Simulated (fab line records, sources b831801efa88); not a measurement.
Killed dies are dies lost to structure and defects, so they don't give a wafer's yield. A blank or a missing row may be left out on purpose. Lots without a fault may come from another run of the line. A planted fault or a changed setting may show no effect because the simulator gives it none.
fab line records | flow sky130
record lots=13 wafers=36 last_day=49
route steps=708 shown METAL3@565 VIA3@575 METAL4@634
lots that met no fault: from a run of the same line without faults
start_h: hours from the record's first day to the start of the lot's first wafer shown | wait_h: hours since the lot's step before | " the same as in the row above | L1.1+2: a row that stands for several wafers | - no value, or no start given | * or withheld: withheld | < > ~ a bound
route shown NAME@n: a module of which the file shows steps, and the number in the route of the first | usual: mean/standard deviation of fault-free wafers | same: alike in all rows | chamber/n: place in a boat | sites: the reading at each site | _std_site: their standard deviation | _edge_site: outer sites' mean less inner sites' | radius_mm: how far each site lies from the wafer's centre | mask NAME#n: copy n | behind: the tool/chamber that last shaped the wafer | hold: why the lot was held/for how many hours/how that ended | device: the transistor (n, p or np) that didn't switch | end of line: the same wafers' tests at the end of the route | a step without rows: its recipe alone | killed: dies lost to structure and defects at the first sort, not the wafer's yield | map: a wafer's dies, x killed, . not, _ none there
set.NAME: the setting as run; set.NAME@STEP: as run at that earlier step | model.NAME: the simulator's own value behind a step, which no gauge read
steps of the route over a sample of lots; a table a step, a row a wafer
services: from which hour (start_h, from the record's first day; less than 0 if before it) a tool's chamber was out of use, for how many hours, and why
## steps
# step SKY_METAL3_DESCUM_15
# recipe chemistry=O2 source_power_w=150 bias_power_w=0 pressure_mtorr=10 temp_c=40 time_s=8
# usual drypump_motor_current_A=5.55/0.19 oes_product_au=0.993/0.0092 rf_fwd_power_W=147.1/0.81
# columns lot.wafer tool chamber start_h wait_h drypump_motor_current_A oes_product_au rf_fwd_power_W rf_hours_counter_h
L647.3 rie_metal-01 0 907.99 0.0 5.52 0.999 146.1 -
L647.5 " 0 " " 5.50 1.002 146.2 -
L647.6 " 0 " " 5.50 1.002 146.3 -
L648.1 rie_metal-02 1 915.85 0.0 5.62 1.000 147.7 7
L648.2 " 0 " " 5.12 1.000 145.7 2
L648.4 " 0 " " 5.15 1.007 146.0 -
L649.1 rie_metal-01 0 920.99 0.0 5.52 0.989 146.9 11
L649.4 " 0 " " 5.55 0.995 146.1 -
L649.5 " 0 " " 5.54 0.994 146.2 -
L651.1 rie_metal-04 1 939.77 0.0 5.40 0.995 146.3 7
L651.3 " 0 " " 5.74 0.982 147.5 -
L651.4 " 1 " " 5.40 0.995 146.8 -
L652.1 rie_metal-02 0 941.57 0.0 5.18 1.006 145.5 3
L652.5 " 1 " " 5.56 0.988 148.7 -
L652.6 " 0 " " 5.18 1.000 146.7 -
L654.1 rie_metal-04 1 955.87 0.0 5.42 0.992 146.0 7
L654.4 " 1 " " 5.39 0.995 146.2 -
L654.5 " 1 " " 5.41 0.989 146.3 -
L655.1 rie_metal-01 0 970.37 0.0 5.51 0.988 147.2 13
L655.3 " 1 " " 5.81 0.988 148.3 -
L655.6 " 0 " " 5.50 0.998 146.6 -
L657.1 rie_metal-04 1 979.18 0.0 5.42 1.003 146.3 9
L657.2 " 0 " " 5.73 0.990 147.4 11
L657.4 " 1 " " 5.42 1.011 146.2 -
L658.2 rie_metal-02 1 990.32 0.0 5.61 0.995 147.8 11
L658.3 " 1 " " 5.59 0.988 148.3 -
L658.5 " 0 " " 5.15 1.003 146.3 -
L659.1 rie_metal-01 1 998.87 0.0 5.78 0.989 147.0 4
L659.2 " 0 " " 5.49 0.994 147.0 14
L659.3 " 0 " " 5.49 0.987 146.9 -
L660.1 rie_metal-01 0 1002.27 0.0 5.49 0.979 145.7 14
L660.3 " 1 " " 5.82 0.993 147.5 -
L660.4 " 0 " " 5.51 0.988 146.2 -
L663.1 rie_metal-01 0 1020.17 0.0 5.52 0.995 146.5 16
L663.4 " 1 " " 5.78 1.001 147.7 -
L666.1 rie_metal-04 1 1035.88 0.0 5.42 1.006 146.1 12
# step SKY_VIA3_CMP_02
# recipe material=SiO2 down_force_psi=4 platen_rpm=60 pad_velocity_m_s=0.94248
# usual head_pressure_psi=4.000/0.009 motor_current_A=12.7/1.3
# columns lot.wafer tool chamber start_h wait_h head_pressure_psi motor_current_A
L647.3 cmp-01 0 909.52 0.2 3.994 14.1
L647.6 " 1 " " 3.976 12.0
L647.5 " 2 " " 4.002 14.7
L648.2 cmp-02 2 917.04 0.1 3.984 14.1
L648.4 " 3 " " 3.987 12.1
L648.1 " 0 " " 3.998 10.8
L649.1 cmp-02 0 922.35 0.1 4.001 10.5
L649.4 " 1 " " 3.999 12.0
L649.5 " 0 " " 3.998 11.2
L651.4 cmp-02 3 941.05 0.1 3.997 12.0
L651.3 " 0 " " 4.003 11.2
L651.1 " 1 " " 3.998 12.1
L652.1 cmp-02 3 943.55 0.4 3.993 12.8
L652.5 " 1 " " 4.011 12.3
L652.6 " 2 " " 3.995 13.6
L654.1 cmp-02 1 957.07 0.1 4.008 12.8
L654.4 " 2 " " 4.006 13.3
L654.5 " 1 " " 3.998 11.6
L655.3 cmp-02 3 971.62 0.1 4.015 12.0
L655.1 " 0 " " 4.010 11.3
L655.6 " 1 " " 4.012 12.0
L657.4 cmp-01 1 980.37 0.0 3.998 11.8
L657.2 " 2 " " 3.996 14.7
L657.1 " 3 " " 4.001 12.0
L658.3 cmp-01 3 991.66 0.1 4.019 11.8
L658.2 " 0 " " 3.993 13.4
L658.5 " 2 " " 3.998 14.7
L659.1 cmp-01 2 1000.19 0.1 4.012 15.6
L659.3 " 3 " " 3.982 12.1
L659.2 " 1 " " 4.009 11.4
L660.3 cmp-01 0 1003.42 0.0 4.003 13.8
L660.1 " 1 " " 3.998 11.5
L660.4 " 2 " " 4.016 14.9
L663.1 cmp-01 3 1021.32 0.1 4.014 12.4
L663.4 " 1 " " 3.996 11.0
L666.1 cmp-01 0 1037.02 0.1 3.999 13.2
# step SKY_VIA3_ETCH_14
# recipe chemistry=N2/H2 target=BARC ion_energy_ev=200 source_w=500 bias_w=100 pressure_mtorr=30 n2_flow_sccm=100 h2_flow_sccm=200 stop_on=SiO2 time_s=45.9 target_depth_a=600
# usual drypump_motor_current_A=5.8/0.47 oes_product_au=0.855/0.005 rf_fwd_power_W=495.2/2.1 throttle_valve_pct=13.225/0.0092
# columns lot.wafer tool chamber start_h wait_h drypump_motor_current_A oes_product_au rf_fwd_power_W rf_hours_counter_h throttle_valve_pct
L647.3 rie_diel-04 1 934.59 0.0 5.6 0.846 495.2 20 13.232
L647.5 " 3 " " 5.1 0.853 496.4 - 13.236
L647.6 " 0 " " 6.4 0.855 496.0 - 13.219
L648.1 rie_diel-03 2 941.92 0.0 4.8 0.858 493.8 17 13.232
L648.2 " 1 " " 6.3 0.852 496.1 10 13.226
L648.4 " 0 " " 5.6 0.852 492.4 17 13.238
L649.1 rie_diel-01 2 947.62 0.0 6.3 0.856 496.2 9 13.218
L649.4 " 1 " " 6.2 0.857 496.8 12 13.220
L649.5 " 2 " " 6.3 0.851 495.8 - 13.230
L651.1 rie_diel-04 1 965.77 0.0 5.6 0.848 492.3 21 13.234
L651.3 " 0 " " 6.3 0.850 495.8 6 13.219
L651.4 " 2 " " 5.6 0.850 495.8 5 13.240
L652.1 rie_diel-04 0 968.02 0.0 6.4 0.861 494.0 6 13.242
L652.5 " 2 " " 5.6 0.855 490.3 - 13.232
L652.6 " 1 " " 5.6 0.846 496.1 - 13.238
L654.1 rie_diel-04 1 981.52 0.0 5.6 0.857 491.8 21 13.232
L654.4 " 3 " " 5.1 0.856 496.4 - 13.239
L654.5 " 1 " " 5.6 0.855 493.5 - 13.221
L655.1 rie_diel-03 3 995.54 0.0 6.0 0.841 498.1 16 13.217
L655.3 " 1 " " 6.3 0.860 494.3 11 13.225
L655.6 " 0 " " 5.6 0.862 493.1 - 13.205
L657.1 rie_diel-03 1 1003.77 0.0 6.3 0.850 492.8 12 13.237
L657.2 " 2 " " 4.8 0.851 495.7 19 13.240
L657.4 " 0 " " 5.6 0.862 492.1 19 13.207
L658.2 rie_diel-01 2 1015.67 0.0 6.3 0.863 493.6 11 13.213
L658.3 " 1 " " 6.2 0.856 496.4 13 13.235
L658.5 " 3 " " 5.7 0.847 497.8 - 13.229
L659.1 rie_diel-01 3 1024.54 0.0 5.7 0.846 498.2 18 13.243
L659.2 " 1 " " 6.2 0.859 495.9 13 13.232
L659.3 " 0 " " 5.7 0.854 493.2 10 13.214
L660.1 rie_diel-01 1 1026.92 0.0 6.2 0.859 495.1 13 13.222
L660.3 " 3 " " 5.7 0.855 496.6 18 13.227
L660.4 " 0 " " 5.7 0.856 493.7 11 13.228
L663.1 rie_diel-04 0 1044.17 0.0 6.4 0.863 495.8 9 13.210
L663.4 " 2 " " 5.6 0.851 496.5 7 13.227
L666.1 rie_diel-01 3 1059.97 0.0 5.7 0.856 498.0 19 13.220
# step SKY_METAL4_METAL_ETCH_18
# recipe target_depth_a=8450 stop_on=SiO2 over_etch_frac=0.3 time_s=183.1 chemistry=Cl2/BCl3 resist_sidewall_deg=88 pressure_mtorr=10 icp_w=900 bias_w=48.5 Cl2_flow_sccm=60 bcl3_flow_sccm=30
# usual drypump_motor_current_A=5.7/0.35 oes_product_au=0.866/0.0062 rf_fwd_power_W=896/3 throttle_valve_pct=22.264/0.0084
# columns lot.wafer tool chamber start_h wait_h drypump_motor_current_A oes_product_au rf_fwd_power_W rf_hours_counter_h throttle_valve_pct
L647.3 rie_metal-03 0 985.71 0.1 5.7 0.858 889 - 22.263
L647.5 " 1 " " 6.2 0.868 897 - 22.269
L647.6 " 0 " " 5.7 0.867 891 - 22.263
L648.1 rie_metal-04 0 992.63 0.0 5.8 0.871 897 11 22.270
L648.2 " 1 " " 5.4 0.867 897 9 22.274
L648.4 " 0 " " 5.7 0.864 896 - 22.261
L649.1 rie_metal-04 1 997.97 0.0 5.4 0.867 897 10 22.260
L649.4 " 1 " " 5.4 0.861 898 - 22.275
L649.5 " 0 " " 5.7 0.874 897 - 22.268
L651.1 rie_metal-03 1 1015.98 0.0 6.2 0.856 897 6 22.257
L651.3 " 1 " " 6.2 0.865 897 - 22.262
L651.4 " 1 " " 6.2 0.864 896 - 22.268
L652.1 rie_metal-03 1 1017.77 0.0 6.2 0.879 893 7 22.260
L652.5 " 1 " " 6.2 0.869 897 - 22.266
L652.6 " 1 " " 6.3 0.867 891 - 22.261
L654.1 rie_metal-04 1 1031.28 0.0 5.4 0.865 891 12 22.265
L654.4 " 0 " " 5.7 0.864 898 - 22.262
L654.5 " 0 " " 5.7 0.867 897 - 22.264
L655.1 rie_metal-02 1 1043.97 0.0 5.6 0.854 893 14 22.251
L655.3 " 0 " " 5.1 0.870 897 - 22.260
L655.6 " 0 " " 5.2 0.863 895 - 22.271
L657.1 rie_metal-02 1 1050.69 0.0 5.6 0.859 898 14 22.252
L657.2 " 0 " " 5.2 0.857 890 9 22.271
L657.4 " 0 " " 5.2 0.855 893 - 22.261
L658.2 rie_metal-04 0 1062.98 0.0 5.7 0.865 900 16 22.269
L658.3 " 1 " " 5.4 0.862 896 - 22.262
L658.5 " 0 " " 5.7 0.864 901 - 22.260
L659.1 rie_metal-02 0 1070.94 0.0 5.2 0.861 894 11 22.253
L659.2 " 1 " " 5.6 0.852 897 16 22.261
L659.3 " 0 " " 5.1 0.861 899 - 22.255
L660.1 rie_metal-04 1 1073.84 0.0 5.4 0.883 899 15 22.255
L660.3 " 0 " " 5.7 0.878 897 - 22.276
L660.4 " 1 " " 5.4 0.872 900 - 22.263
L663.1 rie_metal-04 0 1088.33 0.0 5.8 0.878 897 18 22.261
L663.4 " 1 " " 5.4 0.726 898 - 22.261
L666.1 rie_metal-04 1 1103.98 0.0 5.4 0.870 895 17 22.259
# step SKY_METAL4_STRIP_19
# recipe chemistry=O2/N2 power_w=1400 pressure_mtorr=1500 platen_temp_c=withheld o2_flow_sccm=3000 n2_flow_sccm=300 overash_fraction=0.5
# usual drypump_motor_current_A=5.84/0.17 oes_product_au=0.503/0.0055 strip_time_to_endpoint_s=6.56/0.082
# columns lot.wafer tool chamber start_h wait_h drypump_motor_current_A oes_product_au rf_hours_counter_h strip_time_to_endpoint_s
L647.3 plasma_asher-01 1 985.86 0.1 5.90 0.508 - 6.52
L647.5 " 0 " " 5.91 0.498 - 6.58
L647.6 " 1 " " 5.90 0.496 - 6.54
L648.1 plasma_asher-02 0 992.80 0.1 5.99 0.511 115 6.72
L648.2 " 1 " " 5.59 0.499 115 6.54
L648.4 " 1 " " 5.58 0.516 - 6.79
L649.1 plasma_asher-03 0 998.15 0.1 5.97 0.505 55 6.46
L649.4 " 0 " " 5.98 0.495 - 6.51
L649.5 " 0 " " 5.97 0.501 - 6.63
L651.1 plasma_asher-02 0 1016.33 0.3 6.02 0.497 117 6.56
L651.3 " 0 " " 6.00 0.495 - 6.52
L651.4 " 1 " " 5.56 0.505 - 6.56
L652.1 plasma_asher-02 1 1018.13 0.3 5.54 0.496 118 6.49
L652.5 " 1 " " 5.56 0.500 - 6.55
L652.6 " 0 " " 6.00 0.510 - 6.57
L654.1 plasma_asher-01 0 1031.46 0.1 5.91 0.499 93 6.50
L654.4 " 1 " " 5.92 0.510 - 6.64
L654.5 " 1 " " 5.94 0.511 - 6.71
L655.1 plasma_asher-02 0 1044.15 0.1 6.01 0.515 120 6.72
L655.3 " 1 " " 5.59 0.503 - 6.50
L655.6 " 1 " " 5.56 0.502 - 6.45
L657.1 plasma_asher-01 1 1050.87 0.1 5.94 0.504 95 6.59
L657.2 " 0 " " 5.93 0.501 95 6.49
L657.4 " 0 " " 5.92 0.498 - 6.46
L658.2 plasma_asher-01 1 1063.16 0.1 5.93 0.505 97 6.56
L658.3 " 0 " " 5.94 0.499 - 6.48
L658.5 " 1 " " 5.92 0.513 - 6.59
L659.1 plasma_asher-03 1 1071.12 0.1 5.65 0.506 62 6.55
L659.2 " 0 " " 5.98 0.510 62 6.58
L659.3 " 0 " " 5.99 0.501 - 6.53
L660.1 plasma_asher-02 1 1074.02 0.1 5.56 0.500 1 6.53
L660.3 " 1 " " 5.57 0.507 - 6.74
L660.4 " 0 " " 6.03 0.500 - 6.49
L663.1 plasma_asher-01 1 1088.51 0.1 5.92 0.511 99 6.67
L663.4 " 0 " " 5.92 0.598 - 8.91
L666.1 plasma_asher-02 1 1104.16 0.1 5.58 0.508 3 6.53
## services
# columns tool chamber start_h hours kind
rie_diel-01 3 886.44 6.0 repair
cmp-02 - 890.57 10.9 pm
rie_metal-04 0 901.40 2.6 repair
rie_diel-04 - 902.22 1.0 repair
cmp-01 - 912.30 4.0 pm
cmp-01 - 918.90 8.5 repair
rie_metal-04 1 919.18 1.1 repair
cmp-02 - 927.13 1.0 repair
cmp-01 - 932.15 14.6 pm
rie_diel-04 3 940.13 7.7 repair
rie_metal-01 0 978.41 13.1 repair
rie_diel-04 2 978.62 5.9 repair
rie_metal-02 1 996.22 2.9 repair
cmp-02 - 1015.80 0.9 repair
cmp-01 - 1032.61 0.6 repair
plasma_asher-02 - 1055.25 9.0 pm
cmp-01 - 1056.19 0.4 repair
cmp-01 - 1061.13 0.9 repair
rie_metal-01 - 1063.77 1.4 pm
cmp-01 - 1066.51 0.4 repair
plasma_asher-01 - 1073.37 6.3 repair
cmp-02 - 1090.84 4.0 pm
cmp-01 - 1094.99 4.9 pm
plasma_asher-02 - 1096.15 5.8 repair
## key
first_sign step=SKY_METAL4_METAL_ETCH_18 reading=oes_product_au direction=down sigmas=23 usual=0.866 struck=0.726
effect step=SKY_METAL4_STRIP_19 reading=strip_time_to_endpoint_s direction=up sigmas=29 usual=* struck=*
met_at SKY_METAL4_METAL_ETCH_18
struck_lots L663
struck_wafers L663.4
later_rows_left_out L663.4
sort_left_out L663.4
not_acting_at SKY_METAL3_DESCUM_15,SKY_VIA3_CMP_02,SKY_VIA3_ETCH_14
onset_between 1073.84 1088.33
fault kind=process_parameter_drift tool=rie_metal-04 chamber=- onset_h=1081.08 steps=SKY_METAL4_METAL_ETCH_18 channel=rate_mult offset=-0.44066 shape=step end_h=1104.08 scope=struck_wafers_only
# sort_left_out: the simulated sort isn't trusted on such a fault, so these wafers' sort isn't shown, and their yield isn't known
# later_rows_left_out: the simulator's readings of these wafers behind a module that went badly wrong aren't trusted and aren't shown, but for the sort
